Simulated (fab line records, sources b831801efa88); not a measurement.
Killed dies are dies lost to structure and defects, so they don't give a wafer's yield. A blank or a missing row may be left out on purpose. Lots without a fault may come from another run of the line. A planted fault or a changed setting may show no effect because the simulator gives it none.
fab line records | flow sky130
record lots=5 wafers=15 last_day=48
route steps=708 shown LOCAL_INTERCONNECT@394 CONTACT@406 PAD_OPEN@708
lots that met no fault: from a run of the same line without faults
start_h: hours from the record's first day to the start of the lot's first wafer shown | wait_h: hours since the lot's step before | " the same as in the row above | L1.1+2: a row that stands for several wafers | - no value, or no start given | * or withheld: withheld | < > ~ a bound
route shown NAME@n: a module of which the file shows steps, and the number in the route of the first | usual: mean/standard deviation of fault-free wafers | same: alike in all rows | chamber/n: place in a boat | sites: the reading at each site | _std_site: their standard deviation | _edge_site: outer sites' mean less inner sites' | radius_mm: how far each site lies from the wafer's centre | mask NAME#n: copy n | behind: the tool/chamber that last shaped the wafer | hold: why the lot was held/for how many hours/how that ended | device: the transistor (n, p or np) that didn't switch | end of line: the same wafers' tests at the end of the route | a step without rows: its recipe alone | killed: dies lost to structure and defects at the first sort, not the wafer's yield | map: a wafer's dies, x killed, . not, _ none there
set.NAME: the setting as run; set.NAME@STEP: as run at that earlier step | model.NAME: the simulator's own value behind a step, which no gauge read
lots at some steps of the route; a table a step, a row a wafer
services: from which hour (start_h, from the record's first day; less than 0 if before it) a tool's chamber was out of use, for how many hours, and why
## steps
# step SKY_LOCAL_INTERCONNECT_SOFTBAKE_07
# recipe temp_c=100 time_s=90 resist=KrF-thick
# step SKY_LOCAL_INTERCONNECT_EXPOSE_08
# recipe mask_id=LI1M na=0.8 source_shape=annular sigma_inner=0.55 sigma_outer=0.85 target_cd_nm=170 dose_mj=28
# step SKY_LOCAL_INTERCONNECT_PEB_09
# recipe peb_temp_c=withheld peb_time_s=withheld resist=KrF-thick
# step SKY_LOCAL_INTERCONNECT_DEVELOP_10
# recipe develop_time_s=60 resist=KrF-thick dev_temp_c=21
# step SKY_LOCAL_INTERCONNECT_ETCH_13
# recipe chemistry=N2/H2 target=BARC ion_energy_ev=200 bias_w=100 pressure_mtorr=30 n2_flow_sccm=100 h2_flow_sccm=200 icp_w=500 stop_on=SiO2 time_s=45.9 target_depth_a=600
# step SKY_LOCAL_INTERCONNECT_METAL_ETCH_14
# recipe target_depth_nm=110 stop_on=PSG chemistry=Cl2/BCl3 target=TiN resist_sidewall_deg=88 pressure_mtorr=10 icp_w=900 bias_w=48.5 Cl2_flow_sccm=60 bcl3_flow_sccm=30 time_s=31.4
# step SKY_LOCAL_INTERCONNECT_STRIP_15
# recipe chemistry=O2/N2 power_w=1400 pressure_mtorr=1500 platen_temp_c=withheld o2_flow_sccm=3000 n2_flow_sccm=300 overash_fraction=0.5
# step SKY_LOCAL_INTERCONNECT_STRIP_16
# recipe chemistry=post_etch_residue_remover time_s=1200 temp_c=72.5
# step SKY_LOCAL_INTERCONNECT_CLEAN_17
# recipe chemistry=IPA time_s=180 temp_c=25
# step SKY_LOCAL_INTERCONNECT_CLEAN_18
# recipe chemistry=O3/DIW dry=n2_spin
# step SKY_CONTACT_CVD_00
# recipe material=Si3N4 target_thk_nm=75 temp_c=400 time_s=withheld rf_w=450
# usual heater_power_outer_w=420/53 heater_power_w=718/100 susceptor_temp_C=399.97/0.2
# columns lot.wafer tool chamber start_h wait_h heater_power_outer_w heater_power_w susceptor_temp_C
L621.1 pecvd-02 0 759.81 0.0 - - -
L621.3 " 0 " " - - -
L621.5 " 0 " " - - -
L622.1 pecvd-02 0 766.27 0.0 - - -
L622.2 " 1 " " - - -
L622.5 " 1 " " - - -
L623.2 pecvd-04 0 767.82 0.0 - - -
L623.5 " 1 " " - - -
L623.6 " 2 " " - - -
L627.2 pecvd-03 1 802.85 0.0 418 843 399.78
L627.3 " 2 " " 405 657 400.16
L627.6 " 1 " " 416 831 399.74
L628.1 pecvd-04 2 809.42 0.0 309 529 399.98
L628.2 " 1 " " 426 667 400.28
L628.6 " 0 " " 467 802 399.89
# step SKY_CONTACT_HDPCVD_02
# recipe material=SiO2 target_thk_nm=565 sigma_open_frac=0.3 time_s=94.2 temp_c=600 sih4_flow_sccm=60 pressure_mtorr=6
# step SKY_CONTACT_CMP_04
# recipe material=SiO2 down_force_psi=4 platen_rpm=60 pad_velocity_m_s=0.94248
# step SKY_CONTACT_DEHYDRATE_06
# recipe temp_c=200 time_s=60
# step SKY_CONTACT_HMDS_07
# recipe prime_time_s=60 prime_temp_c=120
# step SKY_CONTACT_COAT_08
# recipe resist=BARC temp_c=withheld time_s=withheld spin_rpm=3000 resist_thk_nm=60
# step SKY_CONTACT_COAT_09
# recipe resist=KrF-thick spin_rpm=3000 resist_thk_nm=450
# step SKY_CONTACT_SOFTBAKE_10
# recipe temp_c=100 time_s=90 resist=KrF-thick
# step SKY_CONTACT_EXPOSE_11
# recipe mask_id=CTM1 na=0.8 source_shape=annular sigma_inner=0.55 sigma_outer=0.85 target_cd_nm=170 dose_mj=38
# step SKY_CONTACT_PEB_12
# recipe peb_temp_c=withheld peb_time_s=withheld resist=KrF-thick
# step SKY_CONTACT_DEVELOP_13
# recipe develop_time_s=60 resist=KrF-thick dev_temp_c=21
# step SKY_CONTACT_ETCH_16
# recipe chemistry=N2/H2 target=BARC ion_energy_ev=200 source_w=500 bias_w=100 pressure_mtorr=30 n2_flow_sccm=100 h2_flow_sccm=200 stop_on=SiO2 time_s=45.9 target_depth_a=600
# step SKY_CONTACT_ETCH_17
# recipe target=SiO2 chemistry=C4F8/O2/Ar stop_on=Si3N4 mask_material=KrF-thick source_w=1500 bias_w=1200 pressure_mtorr=40 c4f8_flow_sccm=withheld O2_flow_sccm=6 Ar_flow_sccm=300 time_s=withheld target_depth_a=3400
# step SKY_CONTACT_ETCH_18
# recipe target=Si3N4 chemistry=CHF3/O2 stop_on=TiN source_w=600 bias_w=200 pressure_mtorr=40 chf3_flow_sccm=50 O2_flow_sccm=5 time_s=39 target_depth_a=750
# usual drypump_motor_current_A=5.6/0.45 oes_product_au=0.854/0.0076 throttle_valve_pct=8.793/0.0092
# columns lot.wafer tool chamber start_h wait_h drypump_motor_current_A oes_product_au rf_hours_counter_h throttle_valve_pct model.etch.depth_nm
L621.1 rie_diel-02 3 - - 6.2 0.374 33 8.677 0
L621.3 " 1 " " 5.2 0.376 7 8.672 0
L621.5 " 2 " " 5.4 0.382 - 8.682 0
L622.1 rie_diel-02 3 - - 6.2 0.374 33 8.675 0
L622.2 " 1 " " 5.2 0.370 7 8.686 0
L622.5 " 2 " " 5.4 0.378 - 8.676 0
L623.2 rie_diel-01 3 - - 5.2 0.383 3 8.664 0
L623.5 " 1 " " 5.6 0.378 - 8.665 0
L623.6 " 0 " " 5.9 0.369 - 8.683 0
L627.2 rie_diel-04 1 - - 5.6 0.851 9 8.772 74.23
L627.3 " 2 " " 5.7 0.846 17 8.806 73.73
L627.6 " 1 " " 5.6 0.859 - 8.799 74.85
L628.1 rie_diel-01 3 - - 5.2 0.849 4 8.785 74.11
L628.2 " 2 " " 4.9 0.842 12 8.798 73.42
L628.6 " 2 " " 4.9 0.855 - 8.789 75.67
# step SKY_CONTACT_STRIP_19
# recipe chemistry=O2/N2 power_w=1400 pressure_mtorr=1500 platen_temp_c=withheld o2_flow_sccm=3000 n2_flow_sccm=300 overash_fraction=0.5
# step SKY_PAD_OPEN_PROBE_99
# usual killed_at_M0_to_M3=44/6 killed_at_M4_up=2.9/1.5 killed_at_contacts=24/4.9 killed_at_front_end=16/4.3 killed_at_other=0.3/0.54 killed_dies=87/8.7 killed_on_rim=17/3.6 killed_open=48/6.7 killed_short=39/5.9
# same gross_dies=492 killed_at_back_side=0
# columns lot.wafer tool chamber start_h wait_h killed_at_M0_to_M3 killed_at_M4_up killed_at_contacts killed_at_front_end killed_at_other killed_dies killed_on_rim killed_open killed_short
L621.1 prober-02 - 1115.15 0.1 51 4 420 17 0 492 96 51 40
L621.3 prober-02 - 1115.25 0.2 39 2 434 17 0 492 96 43 43
L621.5 prober-02 - 1115.35 0.2 44 4 424 19 1 492 96 52 42
L622.1 prober-01 - 1120.20 0.1 39 2 439 12 0 492 96 39 31
L622.2 prober-01 - 1120.25 0.1 33 3 440 16 0 492 96 38 32
L622.5 prober-01 - 1120.40 0.2 43 3 434 12 0 492 96 42 36
L623.2 prober-02 - 1120.58 0.1 35 1 435 21 0 492 96 42 36
L623.5 prober-02 - 1120.73 0.2 35 2 439 16 0 492 96 56 27
L623.6 prober-02 - 1120.78 0.2 49 2 421 20 0 492 96 48 44
L627.2 prober-02 - 1147.72 0.1 43 1 27 19 1 91 10 52 39
L627.3 prober-02 - 1147.77 0.2 35 5 29 19 0 88 20 48 39
L627.6 prober-02 - 1147.92 0.2 44 2 22 20 0 88 18 51 37
L628.1 prober-01 - 1152.17 0.1 50 2 27 27 0 106 21 60 46
L628.2 prober-01 - 1152.22 0.1 44 5 20 18 0 87 20 51 36
L628.6 prober-01 - 1152.42 0.2 36 4 21 19 0 80 21 42 38
# killed by level:class
L621.1 CONTACT:area_cvd=401 VIA1:geometric_particle:open=16 VIA3:geometric_particle:open=11 POLY_GATE:geometric_particle:short=7 VIA2:geometric_particle:short=6 METAL2:geometric_particle:short=5 LI_CONTACT:geometric_particle:open=4 CONTACT:geometric_particle:short=4
L621.3 CONTACT:area_cvd=406 LI_CONTACT:geometric_particle:open=7 CONTACT:geometric_particle:open=7 VIA1:geometric_particle:open=7 POLY_GATE:geometric_particle:short=6 CONTACT:geometric_particle:short=6 VIA3:geometric_particle:short=6 FIELD_ISO:geometric_particle:open=5
L621.5 CONTACT:area_cvd=398 CONTACT:geometric_particle:open=13 VIA1:geometric_particle:open=11 VIA1:geometric_particle:short=9 POLY_GATE:geometric_particle:open=7 LI_CONTACT:geometric_particle:open=6 VIA3:geometric_particle:open=6 FIELD_ISO:geometric_particle:short=4
L622.1 CONTACT:area_cvd=422 VIA1:geometric_particle:open=12 CONTACT:geometric_particle:open=6 VIA3:geometric_particle:open=6 VIA2:geometric_particle:open=5 METAL2:geometric_particle:short=5 FIELD_ISO:geometric_particle:open=4 METAL1:geometric_particle:short=3
L622.2 CONTACT:area_cvd=422 CONTACT:geometric_particle:open=8 VIA1:geometric_particle:open=8 LI_CONTACT:geometric_particle:open=6 VIA1:geometric_particle:short=6 POLY_GATE:geometric_particle:short=5 METAL1:geometric_particle:short=5 FIELD_ISO:geometric_particle:open=4
L622.5 CONTACT:area_cvd=414 VIA1:geometric_particle:open=14 CONTACT:geometric_particle:open=7 METAL1:geometric_particle:short=6 VIA1:geometric_particle:short=6 FIELD_ISO:geometric_particle:open=5 CONTACT:geometric_particle:short=5 POLY_GATE:geometric_particle:short=4
L623.2 CONTACT:area_cvd=414 POLY_GATE:geometric_particle:short=7 LI_CONTACT:geometric_particle:open=7 VIA1:geometric_particle:open=7 VIA3:geometric_particle:open=7 FIELD_ISO:geometric_particle:short=6 METAL1:geometric_particle:short=6 VIA2:geometric_particle:open=6
L623.5 CONTACT:area_cvd=409 CONTACT:geometric_particle:open=12 VIA1:geometric_particle:open=10 LI_CONTACT:geometric_particle:open=9 VIA3:geometric_particle:open=7 LOCAL_INTERCONNECT:geometric_particle:short=7 VIA2:geometric_particle:open=6 FIELD_ISO:geometric_particle:short=5
L623.6 CONTACT:area_cvd=399 CONTACT:geometric_particle:open=12 VIA2:geometric_particle:open=9 METAL2:geometric_particle:short=7 METAL1:geometric_particle:short=6 VIA1:geometric_particle:short=6 VIA3:geometric_particle:open=6 FIELD_ISO:geometric_particle:short=5
L627.2 VIA1:geometric_particle:open=12 CONTACT:geometric_particle:open=11 LI_CONTACT:geometric_particle:open=7 VIA2:geometric_particle:open=7 FIELD_ISO:geometric_particle:short=6 VIA1:geometric_particle:short=5 METAL1:geometric_particle:short=5 FIELD_ISO:geometric_particle:open=4
L627.3 CONTACT:geometric_particle:open=11 VIA1:geometric_particle:open=9 LI_CONTACT:geometric_particle:open=7 METAL1:geometric_particle:short=6 POLY_GATE:geometric_particle:open=5 VIA2:geometric_particle:open=5 METAL4:geometric_particle:short=5 POLY_GATE:geometric_particle:short=4
L627.6 VIA1:geometric_particle:open=13 CONTACT:geometric_particle:open=7 METAL2:geometric_particle:short=7 LI_CONTACT:geometric_particle:open=6 CONTACT:geometric_particle:short=6 VIA3:geometric_particle:open=6 POLY_GATE:geometric_particle:open=5 VIA2:geometric_particle:open=4
L628.1 VIA1:geometric_particle:open=11 POLY_GATE:geometric_particle:open=9 CONTACT:geometric_particle:open=9 VIA3:geometric_particle:open=8 VIA2:geometric_particle:open=8 LI_CONTACT:geometric_particle:open=7 METAL1:geometric_particle:short=7 LOCAL_INTERCONNECT:geometric_particle:short=6
L628.2 VIA1:geometric_particle:open=16 CONTACT:geometric_particle:open=8 METAL2:geometric_particle:short=6 VIA2:geometric_particle:open=6 VIA3:geometric_particle:open=6 POLY_GATE:geometric_particle:short=5 FIELD_ISO:geometric_particle:short=4 LI_CONTACT:geometric_particle:open=4
L628.6 FIELD_ISO:geometric_particle:open=7 CONTACT:geometric_particle:open=7 LI_CONTACT:geometric_particle:open=7 VIA3:geometric_particle:open=7 FIELD_ISO:geometric_particle:short=5 LOCAL_INTERCONNECT:geometric_particle:short=5 VIA1:geometric_particle:open=5 VIA2:geometric_particle:open=5
# map L621.1 (x killed, . not)
__________xxxxxxxxxx_________
________xxxxxxxxxxxxxx_______
______xxxxxxxxxxxxxxxxxx_____
_____xxxxxxxxxxxxxxxxxxxx____
____xxxxxxxxxxxxxxxxxxxxxx___
___xxxxxxxxxxxxxxxxxxxxxxxx__
__xxxxxxxxxxxxxxxxxxxxxxxxxx_
_xxxxxxxxxxxxxxxxxxxxxxxxxxxx
_xxxxxxxxxxxxxxxxxxxxxxxxxxxx
_xxxxxxxxxxxxxxxxxxxxxxxxxxxx
_xxxxxxxxxxxxxxxxxxxxxxxxxxxx
_xxxxxxxxxxxxxxxxxxxxxxxxxxxx
_xxxxxxxxxxxxxxxxxxxxxxxxxxxx
_xxxxxxxxxxxxxxxxxxxxxxxxxxxx
_xxxxxxxxxxxxxxxxxxxxxxxxxxxx
__xxxxxxxxxxxxxxxxxxxxxxxxxx_
___xxxxxxxxxxxxxxxxxxxxxxxx__
____xxxxxxxxxxxxxxxxxxxxxx___
_____xxxxxxxxxxxxxxxxxxxx____
______xxxxxxxxxxxxxxxxxx_____
________xxxxxxxxxxxxxx_______
__________xxxxxxxxxx_________
# map L622.1 (x killed, . not)
__________xxxxxxxxxx_________
________xxxxxxxxxxxxxx_______
______xxxxxxxxxxxxxxxxxx_____
_____xxxxxxxxxxxxxxxxxxxx____
____xxxxxxxxxxxxxxxxxxxxxx___
___xxxxxxxxxxxxxxxxxxxxxxxx__
__xxxxxxxxxxxxxxxxxxxxxxxxxx_
_xxxxxxxxxxxxxxxxxxxxxxxxxxxx
_xxxxxxxxxxxxxxxxxxxxxxxxxxxx
_xxxxxxxxxxxxxxxxxxxxxxxxxxxx
_xxxxxxxxxxxxxxxxxxxxxxxxxxxx
_xxxxxxxxxxxxxxxxxxxxxxxxxxxx
_xxxxxxxxxxxxxxxxxxxxxxxxxxxx
_xxxxxxxxxxxxxxxxxxxxxxxxxxxx
_xxxxxxxxxxxxxxxxxxxxxxxxxxxx
__xxxxxxxxxxxxxxxxxxxxxxxxxx_
___xxxxxxxxxxxxxxxxxxxxxxxx__
____xxxxxxxxxxxxxxxxxxxxxx___
_____xxxxxxxxxxxxxxxxxxxx____
______xxxxxxxxxxxxxxxxxx_____
________xxxxxxxxxxxxxx_______
__________xxxxxxxxxx_________
## services
# columns tool chamber start_h hours kind
pecvd-04 - 739.86 1.8 repair
pecvd-03 1 754.11 17.9 repair
pecvd-02 2 758.96 168.1 repair
pecvd-02 - 760.21 1.8 repair
pecvd-04 - 765.84 0.9 repair
pecvd-03 2 770.33 16.0 repair
rie_diel-04 1 783.78 1.3 repair
pecvd-03 2 786.32 2.1 scheduled_down
rie_diel-01 1 799.99 7.5 repair
pecvd-02 1 803.99 2.1 scheduled_down
pecvd-02 0 809.43 5.6 repair
pecvd-03 - 810.43 4.0 repair
pecvd-04 2 816.02 5.6 repair
pecvd-03 1 818.12 - clean
pecvd-03 1 818.12 - consumable_replace:showerhead
pecvd-03 1 818.12 29.0 scheduled_down
pecvd-03 1 818.12 29.0 vent_cycle
pecvd-03 0 818.16 5.5 scheduled_down
rie_diel-02 3 826.85 - clean
rie_diel-02 3 826.85 22.1 scheduled_down
rie_diel-02 3 826.85 22.1 vent_cycle
pecvd-04 2 832.43 5.5 scheduled_down
## key
first_sign step=SKY_CONTACT_CVD_00 reading=tool_record direction=missing
effect step=SKY_CONTACT_ETCH_18 reading=oes_product_au direction=down sigmas=63 usual=0.854 struck=0.376
effect step=SKY_PAD_OPEN_PROBE_99 reading=killed_at_contacts direction=up sigmas=83 usual=24 struck=432
model_effect step=SKY_CONTACT_ETCH_18 value=etch.depth_nm without=74.82 struck=0
more_kills_born_at SKY_CONTACT_CVD_00@pecvd-02=2456 SKY_CONTACT_CVD_00@pecvd-04=1217
met_at SKY_CONTACT_CVD_00
struck_wafers L621.1,L621.3,L621.5,L622.1,L622.2,L622.5,L623.2,L623.5,L623.6
later_rows_left_out L621.1,L621.3,L621.5,L622.1,L622.2,L622.5,L623.2,L623.5,L623.6
tester_left_out L621,L622,L623
fault kind=skipped_step_whole tool=pecvd-02,pecvd-04 chamber=- onset_h=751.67 steps=SKY_CONTACT_CVD_00 scope=struck_lots_only
# tester_left_out: of these lots the tester's yield and bins aren't shown, on N5 and GAA mostly nor the transistor test; their killed dies are dies lost to structure and defects alone, not to doping, threshold or leakage, so they don't give the yield
# later_rows_left_out: the simulator's readings of these wafers behind a module that went badly wrong aren't trusted and aren't shown, but for the sort
